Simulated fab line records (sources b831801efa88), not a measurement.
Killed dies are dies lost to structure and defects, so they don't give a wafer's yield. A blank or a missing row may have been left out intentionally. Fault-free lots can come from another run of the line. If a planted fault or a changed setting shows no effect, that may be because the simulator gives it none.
8D (eight disciplines) problem report, filled in by code / flow gf180mcu / the parts of the form that need people (team, actions taken, sign-off) are left out

== 1. PROBLEM STATEMENT ==
MIM_ALCU_RS at GF_MIM_RS_MEAS_10 reads a mean of 0.1427 ohm/sq on 1 wafer of 1 lot; wafers without a fault read 0.1603 ohm/sq with a standard deviation of 0.0016. Relative to the usual mean, that is a shift of -11 standard deviations.
The step: measures by four-point-probe.
Earliest sighting: wafer L434.4 on film-metro-02 at day 30 23:19. At this step, 15 wafers from 5 lots have a number in the record. By rule, "out" or "out of limits" means more than 4 standard deviations away from the usual mean. The other wafers with a number count as sound.

== 2. WHAT IT IS AND WHAT IT IS NOT ==
question=which readings at this step; is=MIM_ALCU_RS; is not=-
question=which lots; is=L434; is not=L415, L419, L421, L422
question=which wafers of those lots; is=L434.4; is not=L434.1, L434.5
question=read on which gauges; is=film-metro-02; is not=film-metro-03
question=when; is=from day 30 23:19; is not=up to then (14 sound wafers)

== 3. THE SUSPECTS, EACH WITH WHAT RULES IT OUT ==
Counting: any tool at a process step up to the reading remains a suspect provided it ran every lot that is out. Sound lots after the first of them don't rule it out here, since some wafers of a struck lot are sound.
- the gauge at GF_MIM_RS_MEAS_10 is ruled out. All the wafers that are out were read on film-metro-02, but those of them that GF_MIM_SPUTTER_08 has rows for are out there too, on other tools.
- cvd-w-01 at GF_V4_CVD_23 (deposits W, target thk 350 nm, time 104.9 s): kept. It ran the lot that is out, L434 (day 30 22:19); its last sound lot up to then is L422 (day 27 10:15).
- cmp-02 at GF_V4_CMP_26 (polishes, stops on SiO2, t overpolish 15 s, target thk 0 nm): kept. It ran the lot that is out, L434 (day 30 22:36); its last sound lot up to then is L422 (day 27 10:38).
- pvd-sputter-02 at GF_MIM_SPUTTER_01 (material TiN, target thk 30 nm, time 23.92 s): kept. It ran the lot that is out, L434 (day 30 23:00); its last sound lot up to then is L422 (day 27 10:56).
- pvd-sputter-02 at GF_MIM_SPUTTER_04 (material TiN, target thk 50 nm, time 41.7 s): kept. It ran the lot that is out, L434 (day 30 23:05); its last sound lot up to then is L422 (day 27 11:01).
- pecvd-01 at GF_MIM_CVD_05 (deposits Si3N4, target thk 42 nm, time 29.086 s): kept. It ran the lot that is out, L434 (day 30 23:07); its last sound lot up to then is L421 (day 27 08:05).
- pvd-sputter-03 at GF_MIM_SPUTTER_08 (material AlCu, target thk 200 nm, time 10.6 s): kept. It ran the lot that is out, L434 (day 30 23:16); its last sound lot up to then is L415 (day 25 05:08). Out on those wafers are its own readings of cathode-dc-power-W.
- Within cmp-02 at GF_V4_CMP_26, the wafers that are out were processed in chamber 1 and their sound lot-mates in chamber 2.
- Within pecvd-01 at GF_MIM_CVD_05: the wafers that are out ran in chamber 1; their sound lot-mates ran in chambers 0, 2.
Left after counting: cvd-w-01 at GF_V4_CVD_23, cmp-02 at GF_V4_CMP_26, pvd-sputter-02 at GF_MIM_SPUTTER_01, pvd-sputter-02 at GF_MIM_SPUTTER_04, pecvd-01 at GF_MIM_CVD_05, pvd-sputter-03 at GF_MIM_SPUTTER_08.

== 4. THE CAUSE (what the simulator had put in) ==
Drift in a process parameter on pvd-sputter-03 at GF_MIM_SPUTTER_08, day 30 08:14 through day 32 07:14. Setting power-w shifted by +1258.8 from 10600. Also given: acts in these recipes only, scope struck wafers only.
Counting leaves 6 suspects; this tool is one of them.

== 5. THE EFFECT CHAIN, in route order ==
One row per reading whose mean, taken over the struck wafers that have a number, lies over 3 standard deviations from the usual. Only readings whose record carries a usual standard deviation are examined. hours: median over the lots of the time between each lot's start at the first step of this table that gives one and its start at this step. sigmas: the change, counted in usual standard deviations.
hours=0; step=GF_MIM_SPUTTER_08; reading=cathode-dc-power-W; usual=10600 W; on struck wafers=11857; change=+1257; sigmas=+99 or more
hours=0; step=GF_MIM_RS_MEAS_10; reading=MIM_ALCU_RS; usual=0.1603 ohm/sq; on struck wafers=0.1427; change=-0.0176; sigmas=-11
hours=0; step=GF_MIM_THK_MEAS_11; reading=MIM_ALCU_THK; usual=202.3 nm; on struck wafers=227.7; change=+25.4; sigmas=+13
hours=17; step=GF_MIM_METAL_ETCH_19; reading=oes-product-au; usual=0.941 a.u.; on struck wafers=0.995; change=+0.054; sigmas=+10
hours=17; step=GF_MIM_METAL_ETCH_19; reading=throttle-valve-pct; usual=28.285 %; on struck wafers=28.241; change=-0.044; sigmas=-4.0
hours=88; step=GF_PASSIVATION_PROBE_99; reading=killed-at-other; usual=0.1; on struck wafers=20.0; change=+19.9; sigmas=+87
hours=88; step=GF_PASSIVATION_PROBE_99; reading=sort_bin_3_pad_short; usual=0.5 %; on struck wafers=4.5; change=+4.0; sigmas=+12
Here are the process steps it includes:
- GF_MIM_SPUTTER_08: material AlCu, target thk 200 nm, time 10.6 s.
- GF_MIM_METAL_ETCH_19: etches the open film in Cl2/BCl3, stops on Si3N4, target depth 324.5 nm, time 54.1 s.
- GF_PASSIVATION_PROBE_99

== 6. HOW IT WOULD HAVE BEEN CAUGHT EARLIER ==
In this record the first reading out of limits at a measuring or inspecting step was taken at day 30 23:19, 15 hours after the fault began at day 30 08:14.
The tool's own readings at GF_MIM_SPUTTER_08 were out on every struck wafer that the step has a row for (cathode-dc-power-W): an alarm limit on them would have fired on the first of those.
By day 30 23:19 the whole set of lots that are out, 1 in number, had already begun GF_MIM_SPUTTER_08 on pvd-sputter-03. A hold on the tool at that time would have spared none of them.
